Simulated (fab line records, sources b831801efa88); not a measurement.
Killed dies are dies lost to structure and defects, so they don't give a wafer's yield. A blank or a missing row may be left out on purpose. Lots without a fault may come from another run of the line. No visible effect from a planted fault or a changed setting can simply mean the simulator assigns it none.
Which of the tools did it? -- flow gf180mcu -- 21 wafers from 7 lots sampled at 2 of the route's 602 steps

## WHAT THE GAUGES SHOWED, per wafer
GF_STI_THK_MEAS_02.
lot,measured,on,STI_OXIDATION_THK (nm)
L371,day 1 16:34,filmMetro-03,10.17 10.10 10.30
L373,day 2 02:31,filmMetro-01,11.60 11.47 11.48
L383,day 4 04:31,filmMetro-01,10.14 10.06 10.07
L387,day 5 00:33,filmMetro-03,10.08 10.11 10.12
L389,day 5 11:13,filmMetro-04,10.12 10.14 9.99
L391,day 6 00:05,filmMetro-03,9.88 9.78 9.68
L393,day 6 08:14,filmMetro-01,10.07 10.00 9.90

## WHICH TOOL RAN EACH LOT (tool, then ch and the chambers of the sampled wafers, then the start)
lot,GF_STI_OXIDATION_01
L371,"furnace-01 ch 0, day 1 15:10"
L373,"furnace-01 ch 0, day 2 01:07"
L383,"furnace-02 ch 0, day 4 03:07"
L387,"furnace-02 ch 0, day 4 23:10"
L389,"furnace-02 ch 0, day 5 09:50"
L391,"furnace-02 ch 0, day 5 22:40"
L393,"furnace-02 ch 0, day 6 06:50"
- GF_STI_OXIDATION_01: stabilise 600 s, purge 300 s, target thk 10 nm.

## THE ANSWER, worked out from the rows above alone
Rule: what is usual is taken from the lots themselves. Put in order of their means at a reading, lots are off if they are a third of the lots or fewer, leave a main group of 4 or more, and stand apart from it by a gap of 3 or more times the standard deviation of the main group's means; of several such gaps the widest counts. If all means in a main group match to the digits the tables above print for the reading, that group is not used. A lot without any number at a reading at which 4 lots or more have one is off too. All remaining lots with rows at the step are treated as sound.
Off: L373, at GF_STI_THK_MEAS_02 (STI_OXIDATION_THK). The main group has a mean of 10.04 nm with a standard deviation of 0.13.
A tool fits if, at a process step before that reading, it ran every lot that is off, and no sound lot after the first of them. Those tools and the gauges at GF_STI_THK_MEAS_02 are tried in the same way. One fits: GF_STI_OXIDATION_01 on furnace-01. Its last sound lot is L371 (day 1 15:10), its first lot that is off L373 (day 2 01:07): a fault that began between those two fits.

## WHAT THE SIMULATOR HAD INSERTED
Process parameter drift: furnace-01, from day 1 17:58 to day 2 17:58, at GF_STI_OXIDATION_01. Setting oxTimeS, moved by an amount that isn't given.
Lots struck among those shown: L373. Same finding as the rule above.
